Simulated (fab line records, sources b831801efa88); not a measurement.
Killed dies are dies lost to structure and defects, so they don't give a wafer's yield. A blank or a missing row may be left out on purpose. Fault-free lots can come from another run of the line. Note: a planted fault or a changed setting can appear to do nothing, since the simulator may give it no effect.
Comparing a struck lot with a sound one + flow sky130 + 14 steps out of a route of 708
Sound: wafers L382.1, L382.3, L382.4. Struck: wafer L380.2. At the end, the cause is stated.
For every step that has rows: the tool of each side, followed by ch and its chambers, followed by its first start. Under that, the readings that differ: sound wafers + struck wafers + difference of the means + sigmas: that difference in standard deviations of wafers without a fault.
alike: a reading whose means differ by less than 2 such deviations, as well as words and numbers matching on both sides. not compared: withheld readings; readings where some wafer has no value; bounds like >300 that might hide an equal value; numbers whose values overlap and for which the record gives no deviation.
The two part at a step that has a row with sigmas, a row that says differs or no value, or rows on one side only. When numbers do not overlap yet have no deviation, they are printed without sigmas and do not part them. Lack of a reading on every wafer of one side parts them only where that side has two or more wafers.

first, 1 step without rows for these wafers: SKY_CONTACT_ETCH_16 (etches BARC in N2/H2, stops on SiO2, time 45.9 s, target depth 60 nm).
SKY_CONTACT_ETCH_17: etches SiO2 in C4F8/O2/Ar, stops on Si3N4, target depth 340 nm.
  sound on rie_diel-04 ch 0,1,2, day 38 05:11; struck on rie_diel-01 ch 0, day 37 11:49
  alike: oes_product_au
SKY_CONTACT_ETCH_18: etches Si3N4 in CHF3/O2, stops on TiN, time 39 s, target depth 75 nm.
  sound: rie_diel-04 ch 0,1,2; struck: rie_diel-01 ch 0
  alike: drypump_motor_current_A, oes_product_au, throttle_valve_pct
  not compared: rf_hours_counter_h
then, 4 steps without rows for these wafers: SKY_CONTACT_STRIP_19 (strips in O2/N2); SKY_CONTACT_STRIP_20 (strips in post etch residue remover, time 1200 s); SKY_CONTACT_CLEAN_21 (cleans in IPA, time 180 s); SKY_CONTACT_CLEAN_22 (cleans in O3/DIW).
SKY_CONTACT_SPUTTER_23: material TiN, target thk 20 nm, time 80 s.
  struck on pvd_sputter-02, day 37 12:29; sound on pvd_sputter-03, day 38 05:52
  alike: chamber_pressure_pa, throttle_valve_pct
SKY_CONTACT_CVD_24: deposits W, target thk 340 nm, time 102.12 s.
  sound on cvd_w-01 ch 0,1, day 38 05:56; struck on cvd_w-02 ch 1, day 37 12:33
  alike: chamber_pressure_Torr, heater_power_w
SKY_CONTACT_RS_MEAS_25: measures by four-point-probe.
  struck on film_metro-02, day 37 12:41; sound on film_metro-02, day 38 06:02
  alike: CONTACT_W_RS
SKY_CONTACT_THK_MEAS_26: measures by xrf.
  struck on film_metro-02, day 37 12:47; sound on film_metro-02, day 38 06:10
  alike: CONTACT_W_THK
SKY_CONTACT_CMP_27: polishes, stops on SiO2, t overpolish 15 s, target thk 0 nm.
  sound on cmp-01 ch 0,2,3, day 38 06:13; struck on cmp-01 ch 3, day 37 12:56
  alike: edge_zone_pressure_frac, motor_current_A, overpolish_run_s, time_to_endpoint_s
SKY_METAL1_SPUTTER_00: material Ti, target thk 15 nm, time 10 s.
  struck on pvd_sputter-04, day 37 13:08; sound on pvd_sputter-02, day 38 06:31
| reading                  | sound                | struck | difference | sigmas |
|--------------------------|----------------------|--------|------------|--------|
| chamber_pressure_pa (Pa) | 0.4005 0.3991 0.4010 | 0.3858 | -0.0144    | -16    |
  alike: throttle_valve_pct
then, 1 step without rows for these wafers: SKY_METAL1_SPUTTER_01 (material TiN, target thk 20 nm, time 16.7 s).

== WHERE THEY PART ==
Within this record, at SKY_METAL1_SPUTTER_00 only.

WHY: what had been put in by the simulator
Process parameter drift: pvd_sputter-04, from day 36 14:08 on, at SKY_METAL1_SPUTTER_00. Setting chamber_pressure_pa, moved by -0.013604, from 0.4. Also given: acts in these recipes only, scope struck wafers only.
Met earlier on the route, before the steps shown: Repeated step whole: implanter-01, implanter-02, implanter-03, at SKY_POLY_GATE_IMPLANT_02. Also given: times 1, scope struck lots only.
